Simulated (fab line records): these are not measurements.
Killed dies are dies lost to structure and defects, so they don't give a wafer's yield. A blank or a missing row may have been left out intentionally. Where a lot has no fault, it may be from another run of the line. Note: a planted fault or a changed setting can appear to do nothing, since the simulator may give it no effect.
fab line records	flow sky130
[record] lots = 11	wafers = 32	last_day = 49
route steps=708 shown LOCAL_INTERCONNECT@387 CONTACT@409 METAL1@434
lots untouched by any fault: they come from a run of this same line in which no faults occurred
start_h: the number of hours between the record's first day and the start of the first shown wafer of the lot	wait_h: hours since the lot's step before	" repeats the value in the row above	L1.1+2: a single row standing in for several wafers	- value missing, or start not given	* or withheld: withheld	< > ~ a bound
route shown NAME@n: NAME is a module with steps in the file, n the number in the route of the first one	usual: mean/standard deviation taken from wafers without a fault	same: alike in all rows	chamber/n: place in a boat	sites: each site's reading	_std_site: standard deviation across them	_edge_site: mean of outer sites minus mean of inner sites	radius_mm: for every site, how far away it sits from the centre of the wafer	mask NAME#n: copy n	behind: the last tool/chamber to shape the wafer	hold: the reason the lot was held/the length of the hold in hours/how it ended	device: the n, p or np transistor that did not switch	end of line: the same wafers' tests at the end of the route	for a step that has no rows: nothing shown but its recipe	killed: dies lost to structure and defects at the first sort, not the wafer's yield	map: dies across one wafer; x = killed, . = not, _ = none there
set.NAME: the setting that was run; set.NAME@STEP: the one run at that earlier step	model.NAME: the simulator's own value behind a step, which no gauge read
steps of the route over a sample of lots; a table a step, a row a wafer
services: from which hour (start_h, from the record's first day; less than 0 if before it) a tool's chamber was out of use, for how many hours, and why
[[steps]]
[step SKY_LOCAL_INTERCONNECT_SPUTTER_00]
[recipe] material = TiN	target_thk_nm = 100	temp_c = 300	power_w = 6500	time_s = 83.3	chamber_pressure_pa = 0.4
[usual] susceptor_temp_C = 300.01/0.19	throttle_valve_pct = 29.9/0.92
lot.wafer	tool	chamber	start_h	wait_h	susceptor_temp_C	throttle_valve_pct
L109.2	pvd_sputter-02	-	671.73	0.2	300.21	30.5
L109.4	"	-	"	"	300.20	31.0
L109.5	"	-	"	"	300.50	30.6
L111.3	pvd_sputter-04	-	697.84	0.1	299.98	29.5
L111.4	"	-	"	"	300.16	29.5
L111.6	"	-	"	"	300.55	28.7
L112.1	pvd_sputter-02	-	699.97	0.1	299.94	29.7
L112.2	"	-	"	"	300.12	31.1
L112.4	"	-	"	"	300.14	29.1
L113.2	pvd_sputter-02	-	708.76	0.1	299.70	29.9
L113.3	"	-	"	"	300.06	30.8
L113.4	"	-	"	"	299.72	31.0
L114.1	pvd_sputter-04	-	721.78	0.2	300.12	29.3
L114.4	"	-	"	"	300.03	30.7
L114.5	"	-	"	"	299.99	29.4
L118.1	pvd_sputter-04	-	750.37	0.1	300.08	29.4
L118.2	"	-	"	"	300.07	29.3
L118.3	"	-	"	"	300.12	30.6
L119.1	pvd_sputter-02	-	761.58	0.1	299.96	31.0
L119.2	"	-	"	"	299.88	30.9
L119.6	"	-	"	"	300.17	30.7
L121.2	pvd_sputter-02	-	778.67	0.2	299.98	30.8
L121.4	"	-	"	"	300.09	29.1
L121.5	"	-	"	"	300.11	28.7
L123.1	pvd_sputter-02	-	794.29	0.1	299.87	29.8
L123.4	"	-	"	"	299.47	30.9
L123.5	"	-	"	"	300.34	29.0
L124.1	pvd_sputter-02	-	796.52	0.2	-	29.9
L124.5	"	-	"	"	299.93	28.9
L124.6	"	-	"	"	300.24	30.5
L128.3	pvd_sputter-02	-	827.76	0.1	-	28.8
L128.5	"	-	"	"	299.91	30.0
[step SKY_LOCAL_INTERCONNECT_RS_MEAS_01]
[recipe] thk_meas_gauge = four-point-probe	reads = TiN_of_LOCAL_INTERCONNECT_SPUTTER_00
[usual] LOCAL_INTERCONNECT_TIN_RS = 14.16/0.14
lot.wafer	tool	chamber	start_h	wait_h	LOCAL_INTERCONNECT_TIN_RS[ohm/sq]
L109.2	film_metro-01	-	671.81	0.1	14.22
L109.4	"	-	"	"	14.10
L109.5	"	-	"	"	14.24
L111.3	film_metro-02	-	697.94	0.1	13.93
L111.4	"	-	"	"	14.08
L111.6	"	-	"	"	14.08
L112.1	film_metro-03	-	700.04	0.0	14.11
L112.2	"	-	"	"	14.25
L112.4	"	-	"	"	14.19
L113.2	film_metro-03	-	708.84	0.1	14.03
L113.3	"	-	"	"	14.08
L113.4	"	-	"	"	14.02
L114.1	film_metro-01	-	721.84	0.0	14.17
L114.4	"	-	"	"	14.10
L114.5	"	-	"	"	14.02
L118.1	film_metro-03	-	750.44	0.0	14.20
L118.2	"	-	"	"	14.07
L118.3	"	-	"	"	14.17
L119.1	film_metro-01	-	761.64	0.0	13.99
L119.2	"	-	"	"	14.09
L119.6	"	-	"	"	13.99
L121.2	film_metro-03	-	778.76	0.1	13.98
L121.4	"	-	"	"	13.98
L121.5	"	-	"	"	14.07
L123.1	film_metro-03	-	794.35	0.0	14.25
L123.4	"	-	"	"	14.10
L123.5	"	-	"	"	14.25
L124.1	film_metro-03	-	796.59	0.0	17.35
L124.5	"	-	"	"	14.40
L124.6	"	-	"	"	14.44
L128.3	film_metro-01	-	827.86	0.1	17.14
L128.5	"	-	"	"	13.94
[step SKY_LOCAL_INTERCONNECT_THK_MEAS_02]
[recipe] thk_meas_gauge = xrf	reads = TiN_of_LOCAL_INTERCONNECT_SPUTTER_00
[usual] LOCAL_INTERCONNECT_TIN_THK = 100.6/0.98
lot.wafer	tool	chamber	start_h	wait_h	LOCAL_INTERCONNECT_TIN_THK[nm]
L109.2	film_metro-01	-	671.92	0.1	99.4
L109.4	"	-	"	"	100.1
L109.5	"	-	"	"	99.7
L111.3	film_metro-02	-	698.04	0.1	102.5
L111.4	"	-	"	"	100.6
L111.6	"	-	"	"	101.2
L112.1	film_metro-03	-	700.16	0.1	101.5
L112.2	"	-	"	"	100.2
L112.4	"	-	"	"	100.8
L113.2	film_metro-03	-	708.95	0.1	102.3
L113.3	"	-	"	"	101.9
L113.4	"	-	"	"	101.3
L114.1	film_metro-01	-	721.96	0.1	100.2
L114.4	"	-	"	"	100.0
L114.5	"	-	"	"	101.5
L118.1	film_metro-03	-	750.56	0.1	101.0
L118.2	"	-	"	"	101.8
L118.3	"	-	"	"	100.9
L119.1	film_metro-01	-	761.76	0.1	101.4
L119.2	"	-	"	"	100.2
L119.6	"	-	"	"	101.4
L121.2	film_metro-03	-	778.87	0.1	102.1
L121.4	"	-	"	"	102.3
L121.5	"	-	"	"	101.7
L123.1	film_metro-03	-	794.47	0.1	100.1
L123.4	"	-	"	"	101.2
L123.5	"	-	"	"	100.5
L124.1	film_metro-03	-	796.71	0.1	83.2
L124.5	"	-	"	"	99.4
L124.6	"	-	"	"	99.3
L128.3	film_metro-01	-	827.96	0.1	83.3
L128.5	"	-	"	"	101.8
[step SKY_LOCAL_INTERCONNECT_METAL_ETCH_14]
[recipe] target_depth_nm = 110	stop_on = PSG	chemistry = Cl2/BCl3	target = TiN	resist_sidewall_deg = 88	pressure_mtorr = 10	icp_w = 900	bias_w = 48.5	Cl2_flow_sccm = 60	bcl3_flow_sccm = 30	time_s = 31.4
[usual] drypump_motor_current_A = 6.3/0.35	oes_product_au = 0.942/0.0068	throttle_valve_pct = 21.901/0.01
lot.wafer	tool	chamber	start_h	wait_h	drypump_motor_current_A	oes_product_au	rf_hours_counter_h	throttle_valve_pct
L109.2	rie_metal-01	0	699.98	0.0	5.9	0.929	12	21.904
L109.4	"	0	"	"	5.9	0.939	-	21.888
L109.5	"	1	"	"	6.6	0.937	-	21.893
L111.3	rie_metal-03	0	726.79	0.0	6.1	0.947	-	21.904
L111.4	"	1	"	"	5.7	0.946	-	21.896
L111.6	"	1	"	"	5.7	0.952	-	21.906
L112.1	rie_metal-04	0	728.23	0.0	6.0	0.953	16	21.904
L112.2	"	1	"	"	6.6	0.943	4	21.910
L112.4	"	0	"	"	6.0	0.940	-	21.918
L113.2	rie_metal-04	1	737.27	0.0	6.6	0.944	4	21.877
L113.3	"	1	"	"	6.6	0.947	-	21.908
L113.4	"	0	"	"	6.0	0.955	-	21.890
L114.1	rie_metal-04	1	749.23	0.0	6.6	0.943	5	21.895
L114.4	"	0	"	"	6.0	0.942	-	21.914
L114.5	"	0	"	"	6.0	0.951	-	21.908
L118.1	rie_metal-03	0	777.19	0.1	6.1	0.930	8	21.915
L118.2	"	0	"	"	6.1	0.939	-	21.893
L118.3	"	0	"	"	6.1	0.935	-	21.901
L119.1	rie_metal-03	0	788.05	0.1	6.1	0.948	9	21.905
L119.2	"	0	"	"	6.1	0.937	-	21.895
L119.6	"	0	"	"	6.1	0.945	-	21.900
L121.2	rie_metal-04	0	805.73	0.0	6.0	0.946	2	21.893
L121.4	"	0	"	"	6.0	0.958	-	21.911
L121.5	"	0	"	"	6.1	0.940	-	21.900
L123.1	rie_metal-04	1	821.23	0.0	6.6	0.941	8	21.922
L123.4	"	1	"	"	6.6	0.949	-	21.890
L123.5	"	1	"	"	6.6	0.941	-	21.886
L124.1	rie_metal-04	1	823.67	0.0	6.6	0.842	8	21.973
L124.5	"	1	"	"	6.6	0.941	-	21.894
L124.6	"	0	"	"	6.0	0.940	-	21.906
L128.3	rie_metal-01	1	854.49	0.0	6.7	0.851	-	21.964
L128.5	"	1	"	"	6.7	0.947	-	21.889
[step SKY_CONTACT_THK_MEAS_03]
[recipe] reads = SiO2_of_CONTACT_HDPCVD_02
[usual] CONTACT_HDPCVD_THK = 567/5.4
lot.wafer	tool	chamber	start_h	wait_h	CONTACT_HDPCVD_THK[nm]
L109.2	film_metro-04	-	701.14	0.0	569
L109.4	"	-	"	"	570
L109.5	"	-	"	"	561
L111.3	film_metro-01	-	727.60	0.1	562
L111.4	"	-	"	"	560
L111.6	"	-	"	"	564
L112.1	film_metro-02	-	729.04	0.0	558
L112.2	"	-	"	"	565
L112.4	"	-	"	"	564
L113.2	film_metro-01	-	738.17	0.0	574
L113.3	"	-	"	"	564
L113.4	"	-	"	"	569
L114.1	film_metro-01	-	750.07	0.0	573
L114.4	"	-	"	"	572
L114.5	"	-	"	"	559
L118.1	film_metro-02	-	778.05	0.0	564
L118.2	"	-	"	"	563
L118.3	"	-	"	"	566
L119.1	film_metro-04	-	788.90	0.0	566
L119.2	"	-	"	"	578
L119.6	"	-	"	"	563
L121.2	film_metro-01	-	806.55	0.0	575
L121.4	"	-	"	"	573
L121.5	"	-	"	"	567
L123.1	film_metro-04	-	822.03	0.0	568
L123.4	"	-	"	"	568
L123.5	"	-	"	"	571
L124.1	film_metro-02	-	824.48	0.0	561
L124.5	"	-	"	"	562
L124.6	"	-	"	"	560
L128.3	film_metro-04	-	855.33	0.1	568
L128.5	"	-	"	"	565
[step SKY_CONTACT_BOW_MEAS_05]
[recipe] mode = bow
[usual] CONTACT_BOW = 82/7.4
lot.wafer	tool	chamber	start_h	wait_h	CONTACT_BOW[um]
L109.2	film_metro-02	-	701.51	0.2	81
L109.4	"	-	"	"	88
L109.5	"	-	"	"	79
L111.3	film_metro-02	-	727.98	0.2	80
L111.4	"	-	"	"	86
L111.6	"	-	"	"	88
L112.1	film_metro-04	-	729.40	0.2	74
L112.2	"	-	"	"	86
L112.4	"	-	"	"	64
L113.2	film_metro-04	-	738.54	0.1	80
L113.3	"	-	"	"	83
L113.4	"	-	"	"	79
L114.1	film_metro-04	-	750.67	0.2	86
L114.4	"	-	"	"	95
L114.5	"	-	"	"	82
L118.1	film_metro-01	-	778.41	0.2	85
L118.2	"	-	"	"	77
L118.3	"	-	"	"	77
L119.1	film_metro-02	-	789.26	0.1	88
L119.2	"	-	"	"	82
L119.6	"	-	"	"	85
L121.2	film_metro-01	-	806.92	0.1	98
L121.4	"	-	"	"	88
L121.5	"	-	"	"	93
L123.1	film_metro-01	-	822.39	0.2	80
L123.4	"	-	"	"	75
L123.5	"	-	"	"	86
L124.1	film_metro-04	-	824.84	0.2	79
L124.5	"	-	"	"	87
L124.6	"	-	"	"	77
L128.3	film_metro-04	-	855.71	0.2	85
L128.5	"	-	"	"	78
[step SKY_METAL1_SPUTTER_00]
[recipe] material = Ti	target_thk_nm = 15	power_w = 3000	time_s = 10	chamber_pressure_pa = 0.4
[usual] throttle_valve_pct = 29.7/0.77
lot.wafer	tool	chamber	start_h	wait_h	throttle_valve_pct
L109.2	pvd_sputter-04	-	730.49	0.1	30.6
L109.4	"	-	"	"	29.5
L109.5	"	-	"	"	29.3
L111.3	pvd_sputter-03	-	756.86	0.2	30.3
L111.4	"	-	"	"	28.3
L111.6	"	-	"	"	29.5
L112.1	pvd_sputter-04	-	757.92	0.2	29.3
L112.2	"	-	"	"	29.5
L112.4	"	-	"	"	28.9
L113.2	pvd_sputter-02	-	767.09	0.2	31.0
L113.3	"	-	"	"	30.0
L113.4	"	-	"	"	29.2
L114.1	pvd_sputter-03	-	778.79	0.2	30.3
L114.4	"	-	"	"	28.6
L114.5	"	-	"	"	30.3
L118.1	pvd_sputter-02	-	805.87	0.2	30.8
L118.2	"	-	"	"	30.8
L118.3	"	-	"	"	29.9
L119.1	pvd_sputter-04	-	816.79	0.1	28.9
L119.2	"	-	"	"	30.6
L119.6	"	-	"	"	29.0
L121.2	pvd_sputter-04	-	835.08	0.2	28.7
L121.4	"	-	"	"	30.7
L121.5	"	-	"	"	30.6
L123.1	pvd_sputter-02	-	850.04	0.1	29.8
L123.4	"	-	"	"	29.1
L123.5	"	-	"	"	30.8
L124.1	pvd_sputter-03	-	853.17	0.2	29.5
L124.5	"	-	"	"	30.1
L124.6	"	-	"	"	30.4
L128.3	pvd_sputter-03	-	883.39	0.1	28.3
L128.5	"	-	"	"	30.2
[[services]]
tool	chamber	start_h	hours	kind
rie_metal-04	-	649.51	28.1	pm
pvd_sputter-02	-	667.68	1.6	repair
pvd_sputter-03	-	674.88	2.9	repair
rie_metal-04	-	705.80	2.8	pm
pvd_sputter-02	-	722.66	1.8	repair
pvd_sputter-02	-	745.24	4.7	repair
rie_metal-04	0	752.10	-	clean
rie_metal-04	0	752.10	19.5	scheduled_down
rie_metal-04	0	752.10	19.5	vent_cycle
rie_metal-03	1	773.66	-	clean
rie_metal-03	1	773.66	26.9	scheduled_down
rie_metal-03	1	773.66	26.9	vent_cycle
rie_metal-04	-	784.35	0.4	repair
rie_metal-01	0	795.18	-	clean
rie_metal-01	0	795.18	16.7	scheduled_down
rie_metal-01	0	795.18	16.7	vent_cycle
pvd_sputter-03	-	801.41	1.7	repair
pvd_sputter-03	-	858.67	1.6	repair
rie_metal-04	-	858.97	14.6	pm
[[key]]
[first_sign] step = SKY_LOCAL_INTERCONNECT_RS_MEAS_01	reading = LOCAL_INTERCONNECT_TIN_RS	direction = up	sigmas = 21	usual = 14.16	struck = 17.25
[effect] step = SKY_LOCAL_INTERCONNECT_THK_MEAS_02	reading = LOCAL_INTERCONNECT_TIN_THK	direction = down	sigmas = 18	usual = 100.6	struck = 83.2
[effect] step = SKY_LOCAL_INTERCONNECT_METAL_ETCH_14	reading = oes_product_au	direction = down	sigmas = 14	usual = 0.942	struck = 0.847
met_at SKY_LOCAL_INTERCONNECT_SPUTTER_00
struck_lots L124,L128
struck_wafers L124.1,L128.3
tester_left_out L124,L128
not_acting_at SKY_CONTACT_THK_MEAS_03,SKY_CONTACT_BOW_MEAS_05,SKY_METAL1_SPUTTER_00
onset_between 794.29 796.52
[fault] kind = process_parameter_drift	tool = pvd_sputter-02	chamber = -	onset_h = 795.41	steps = SKY_LOCAL_INTERCONNECT_SPUTTER_00	channel = time_s	offset = *	shape = step	end_h = 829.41	scope = struck_wafers_only	acts_in = *	stated = *
// tester_left_out: of these lots the tester's yield and bins aren't shown, on N5 and GAA mostly nor the transistor test; their killed dies are dies lost to structure and defects alone, not to doping, threshold or leakage, so they don't give the yield
